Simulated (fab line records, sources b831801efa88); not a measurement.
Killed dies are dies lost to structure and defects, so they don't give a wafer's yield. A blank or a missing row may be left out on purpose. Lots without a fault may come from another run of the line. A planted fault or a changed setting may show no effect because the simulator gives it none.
Which tool did it? | flow sky130 | 6 lots, 17 wafers sampled, at 3 steps of a route of 708

WHAT THE GAUGES READ, wafer by wafer
SKY_VT_ADJUST_LVTN_TW_MEAS_21.
lot  | measured     | on            | VT_ADJUST_LVTN_2_TW
L213 | day 8 19:09  | film_metro-01 | 189.1 188.9 188.6
L216 | day 9 11:36  | film_metro-03 | 188.5 188.0 188.7
L218 | day 10 00:05 | film_metro-04 | 188.6 188.4 188.8
L223 | day 11 09:37 | film_metro-03 | 188.2 188.4 188.6
L225 | day 11 20:59 | film_metro-01 | 189.9 189.3 188.3
L227 | day 12 08:37 | film_metro-01 | 188.4 188.9

WHICH TOOL RAN EACH LOT (tool, then ch and the chambers of the sampled wafers, then the start)
lot  | SKY_NWELL_STRIP_25                  | SKY_VT_ADJUST_LVTN_STRIP_20
L213 | plasma_asher-02 ch 0,1, day 6 06:28 | plasma_asher-04 ch 1, day 8 19:03
L216 | plasma_asher-04 ch 0,1, day 6 21:43 | plasma_asher-04 ch 0,1, day 9 11:30
L218 | plasma_asher-02 ch 0,1, day 7 08:53 | plasma_asher-04 ch 0,1, day 9 23:58
L223 | plasma_asher-04 ch 0,1, day 8 15:55 | plasma_asher-02 ch 1, day 11 09:31
L225 | plasma_asher-02 ch 0,1, day 9 01:16 | plasma_asher-04 ch 0,1, day 11 20:52
L227 | plasma_asher-02 ch 0, day 9 11:39   | plasma_asher-01 ch 0,1, day 12 08:30
- SKY_NWELL_STRIP_25: strips in O2/N2.
- SKY_VT_ADJUST_LVTN_STRIP_20: strips in O2/N2.

THE ANSWER, worked out from the rows above alone
Rule: what is usual is taken from the lots themselves. Put in order of their means at a reading, lots are off if they are a third of the lots or fewer, leave a main group of 4 or more, and stand apart from it by a gap of 3 or more times the standard deviation of the main group's means; of several such gaps the widest counts. A main group whose means are all the same, to the digits that the tables above print for the reading, isn't used. A lot without any number at a reading at which 4 lots or more have one is off too. The other lots that the step has rows for count as sound.
No lot is off at any reading shown: from this, nothing can be told.

WHAT THE SIMULATOR HAD PUT IN
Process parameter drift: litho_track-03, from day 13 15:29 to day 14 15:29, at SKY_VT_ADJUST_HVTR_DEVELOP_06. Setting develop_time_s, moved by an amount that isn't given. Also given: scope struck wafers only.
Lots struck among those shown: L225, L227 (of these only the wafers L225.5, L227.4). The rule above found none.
